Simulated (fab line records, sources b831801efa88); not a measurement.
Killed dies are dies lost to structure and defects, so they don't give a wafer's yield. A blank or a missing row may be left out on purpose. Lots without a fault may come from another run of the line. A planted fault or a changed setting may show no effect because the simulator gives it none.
fab line records | flow sky130
record lots=5 wafers=15 last_day=50
route steps=708 shown GATE_OXIDE@190
lots that met no fault: from a run of the same line without faults
start_h: hours from the record's first day to the start of the lot's first wafer shown | wait_h: hours since the lot's step before | " the same as in the row above | L1.1+2: a row that stands for several wafers | - no value, or no start given | * or withheld: withheld | < > ~ a bound
route shown NAME@n: a module of which the file shows steps, and the number in the route of the first | usual: mean/standard deviation of fault-free wafers | same: alike in all rows | chamber/n: place in a boat | sites: the reading at each site | _std_site: their standard deviation | _edge_site: outer sites' mean less inner sites' | radius_mm: how far each site lies from the wafer's centre | mask NAME#n: copy n | behind: the tool/chamber that last shaped the wafer | hold: why the lot was held/for how many hours/how that ended | device: the transistor (n, p or np) that didn't switch | end of line: the same wafers' tests at the end of the route | a step without rows: its recipe alone | killed: dies lost to structure and defects at the first sort, not the wafer's yield | map: a wafer's dies, x killed, . not, _ none there
set.NAME: the setting as run; set.NAME@STEP: as run at that earlier step | model.NAME: the simulator's own value behind a step, which no gauge read
lots at some steps of the route; a table a step, a row a wafer
services: from which hour (start_h, from the record's first day; less than 0 if before it) a tool's chamber was out of use, for how many hours, and why
## steps
# step SKY_GATE_OXIDE_DEHYDRATE_03
# recipe temp_c=200 time_s=60
# usual heater_power_total_W=160.37/0.13 plate_temp_C=200.04/0.15
# same time_s=60
# columns lot.wafer tool chamber start_h wait_h heater_power_total_W plate_temp_C
L082.2 litho_track-02 0 371.02 13.2 160.56 200.26
L082.5 " 0 " " 160.38 200.23
L082.6 " 0 " " 160.50 200.12
L083.1 litho_track-01 0 377.09 13.8 160.24 200.19
L083.3 " 0 " " 160.26 200.22
L083.5 " 0 " " 160.29 200.11
L085.2 litho_track-03 0 393.30 14.5 160.16 200.12
L085.3 " 0 " " 160.58 200.12
L085.4 " 0 " " 160.49 200.05
L086.1 litho_track-01 0 401.19 13.8 160.49 200.15
L086.5 " 0 " " 160.19 200.05
L086.6 " 0 " " 160.47 200.15
L091.4 litho_track-02 0 452.57 15.3 160.15 200.15
L091.5 " 0 " " 160.39 200.06
L091.6 " 0 " " 160.38 200.03
# step SKY_GATE_OXIDE_HMDS_04
# recipe prime_time_s=60 prime_temp_c=120
# columns lot.wafer tool chamber start_h wait_h
L082.2+5+6 litho_track-02 0 371.17 0.1
L083.1+3+5 litho_track-01 0 377.24 0.1
L085.2+3+4 litho_track-03 0 393.45 0.1
L086.1+5+6 litho_track-01 0 401.34 0.1
L091.4+5+6 litho_track-02 0 452.72 0.1
# step SKY_GATE_OXIDE_COAT_05
# recipe resist=NOVOLAK spin_rpm=3000 resist_thk_nm=1140
# columns lot.wafer tool chamber start_h wait_h
L082.2+5+6 litho_track-02 0 371.32 0.1
L083.1+3+5 litho_track-01 0 377.39 0.1
L085.2+3+4 litho_track-03 0 393.60 0.1
L086.1+5+6 litho_track-01 0 401.49 0.1
L091.4+5+6 litho_track-02 0 452.87 0.1
# step SKY_GATE_OXIDE_SOFTBAKE_06
# recipe temp_c=90 time_s=60 resist=NOVOLAK
# usual heater_power_total_W=56.60/0.045 plate_temp_C=90.01/0.12
# same time_s=60
# columns lot.wafer tool chamber start_h wait_h heater_power_total_W plate_temp_C
L082.2 litho_track-02 0 371.47 0.1 56.59 90.00
L082.5 " 0 " " 56.61 90.07
L082.6 " 0 " " 56.60 90.14
L083.1 litho_track-01 0 377.54 0.1 56.57 90.06
L083.3 " 0 " " 56.55 90.08
L083.5 " 0 " " 56.54 90.11
L085.2 litho_track-03 0 393.75 0.1 56.55 90.08
L085.3 " 0 " " 56.63 90.09
L085.4 " 0 " " 56.57 90.03
L086.1 litho_track-01 0 401.64 0.1 56.57 90.08
L086.5 " 0 " " 56.61 90.04
L086.6 " 0 " " 56.57 90.06
L091.4 litho_track-02 0 453.02 0.1 56.58 89.91
L091.5 " 0 " " 56.63 90.17
L091.6 " 0 " " 56.61 90.21
# step SKY_GATE_OXIDE_EXPOSE_07
# recipe mask_id=LVOM na=0.6 source_shape=conventional sigma_outer=0.6 polarization=unpolarized target_cd_nm=600 dose_mj=170
# columns lot.wafer tool chamber start_h wait_h mask
L082.2+5+6 iline_stepper-01 0 - - LVOM#0
L083.1+3+5 iline_stepper-02 0 - - LVOM#0
L085.2+3+4 iline_stepper-01 0 - - LVOM#0
L086.1+5+6 iline_stepper-02 0 - - LVOM#0
L091.4+5+6 iline_stepper-02 0 - - LVOM#0
# step SKY_GATE_OXIDE_PEB_08
# recipe temp_c=withheld time_s=* resist=NOVOLAK
# same time_s=*
# columns lot.wafer tool chamber start_h wait_h
L082.2+5+6 litho_track-03 0 - -
L083.1+3+5 litho_track-03 0 - -
L085.2+3+4 litho_track-03 0 - -
L086.1+5+6 litho_track-01 0 - -
L091.4+5+6 litho_track-03 0 - -
# step SKY_GATE_OXIDE_DEVELOP_09
# recipe resist=NOVOLAK developer=TMAH develop_time_s=60 dev_temp_c=23
# columns lot.wafer tool chamber start_h wait_h
L082.2+5+6 litho_track-03 0 385.85 0.1
L083.1+3+5 litho_track-03 0 391.97 0.1
L085.2+3+4 litho_track-03 0 408.05 0.1
L086.1+5+6 litho_track-01 0 415.64 0.1
L091.4+5+6 litho_track-03 0 468.55 0.1
# step SKY_GATE_OXIDE_OVL_MEAS_10
# usual GATE_OXIDE_OVL=1.1/1.3
# columns lot.wafer tool chamber start_h wait_h GATE_OXIDE_OVL[nm]
L082.2 overlay-02 - 385.98 0.1 2.1
L082.5 " - " " 1.9
L082.6 " - " " 1.5
L083.1 overlay-01 - 392.12 0.1 -1.1
L083.3 " - " " -0.3
L083.5 " - " " 0.8
L085.2 overlay-01 - 408.18 0.1 0.3
L085.3 " - " " 3.0
L085.4 " - " " 2.2
L086.1 overlay-01 - 415.79 0.1 2.2
L086.5 " - " " 0.7
L086.6 " - " " 2.0
L091.4 overlay-01 - 468.64 0.1 3.2
L091.5 " - " " 0.6
L091.6 " - " " -0.1
# step SKY_GATE_OXIDE_IMPLANT_11
# recipe species=B energy_kev=10 dose_cm2=2.6e+12 tilt_deg=withheld
# columns lot.wafer tool chamber start_h wait_h
L082.2+5+6 implanter-03 0 386.04 0.0
L083.1+3+5 implanter-04 0 392.16 0.0
L085.2+3+4 implanter-01 0 408.24 0.0
L086.1+5+6 implanter-01 0 415.82 0.0
L091.4+5+6 implanter-03 0 468.73 0.1
# step SKY_GATE_OXIDE_WET_ETCH_12
# recipe chemistry=dHF target_depth_nm=16.8 dry=n2_spin target=SiO2 dilution=100:1 temp_c=25 time_s=336
# same time_s=336
# columns lot.wafer tool chamber start_h wait_h
L082.2+5+6 wet_bench-04 2 386.16 0.1
L083.1+3+5 wet_bench-01 1 392.31 0.1
L085.2+3+4 wet_bench-04 3 408.36 0.1
L086.1+5+6 wet_bench-04 1 415.97 0.1
L091.4+5+6 wet_bench-01 0 468.81 0.1
# step SKY_GATE_OXIDE_STRIP_13
# recipe chemistry=O2/N2 power_w=1400 pressure_mtorr=1500 platen_temp_c=withheld o2_flow_sccm=3000 n2_flow_sccm=300 overash_fraction=0.5
# usual drypump_motor_current_A=5.6/0.33 oes_product_au=0.715/0.0047 strip_time_to_endpoint_s=14.18/0.046
# columns lot.wafer tool chamber start_h wait_h drypump_motor_current_A oes_product_au rf_hours_counter_h strip_time_to_endpoint_s
L082.2 plasma_asher-02 1 386.26 0.0 5.4 0.727 68 14.18
L082.5 " 1 " " 5.4 0.718 - 14.22
L082.6 " 0 " " 5.4 0.715 - 14.25
L083.1 plasma_asher-02 0 392.41 0.0 5.4 0.716 69 14.17
L083.3 " 0 " " 5.4 0.713 - 14.20
L083.5 " 1 " " 5.4 0.719 - 14.19
L085.2 plasma_asher-04 1 408.46 0.0 5.6 0.712 72 14.23
L085.3 " 0 " " 5.5 0.712 - 14.23
L085.4 " 1 " " 5.6 0.711 - 14.21
L086.1 plasma_asher-02 0 416.08 0.0 5.5 0.718 71 14.21
L086.5 " 0 " " 5.4 0.714 - 14.19
L086.6 " 1 " " 5.4 0.707 - 14.21
L091.4 plasma_asher-02 1 468.96 0.0 5.4 0.707 - 14.20
L091.5 " 1 " " 5.4 0.727 - 14.13
L091.6 " 0 " " 5.4 0.710 - 14.19
# step SKY_GATE_OXIDE_TW_MEAS_14
# usual GATE_OXIDE_TW=225.3/2.2
# columns lot.wafer tool chamber start_h wait_h GATE_OXIDE_TW
L082.2 film_metro-01 - 386.37 0.1 220.1
L082.5 " - " " 221.6
L082.6 " - " " 220.2
L083.1 film_metro-04 - 392.51 0.1 226.4
L083.3 " - " " 225.3
L083.5 " - " " 227.0
L085.2 film_metro-01 - 408.57 0.1 222.3
L085.3 " - " " 220.8
L085.4 " - " " 221.6
L086.1 film_metro-03 - 416.18 0.1 225.6
L086.5 " - " " 225.3
L086.6 " - " " 224.7
L091.4 film_metro-04 - 469.06 0.1 225.0
L091.5 " - " " 226.4
L091.6 " - " " 226.6
# step SKY_GATE_OXIDE_CLEAN_15
# recipe chemistry=SC1/SC2 mix=1:4:20 temp_c=70 time_s=150 dry=n2_spin
# same time_s=150
# columns lot.wafer tool chamber start_h wait_h
L082.2+5+6 wet_bench-01 1 386.42 0.0
L083.1+3+5 wet_bench-01 3 392.57 0.1
L085.2+3+4 wet_bench-01 0 408.62 0.0
L086.1+5+6 wet_bench-01 2 416.24 0.1
L091.4+5+6 wet_bench-04 1 469.09 0.0
## services
# columns tool chamber start_h hours kind
iline_stepper-02 0 354.87 - calibration
wet_bench-04 - 357.35 1.3 repair
implanter-04 - 365.04 1.8 repair
implanter-01 - 365.54 4.5 pm
implanter-03 - 370.38 1.2 repair
iline_stepper-01 - 380.63 1.7 pm
iline_stepper-02 - 415.53 1.7 pm
plasma_asher-02 - 421.25 9.0 pm
plasma_asher-02 0 421.25 9.0 vent_cycle
plasma_asher-02 1 421.25 9.0 vent_cycle
plasma_asher-02 - 430.25 2.8 pm
plasma_asher-02 0 430.25 - clean
plasma_asher-02 1 430.25 - clean
plasma_asher-02 - 433.00 4.3 pm
## key
fault none
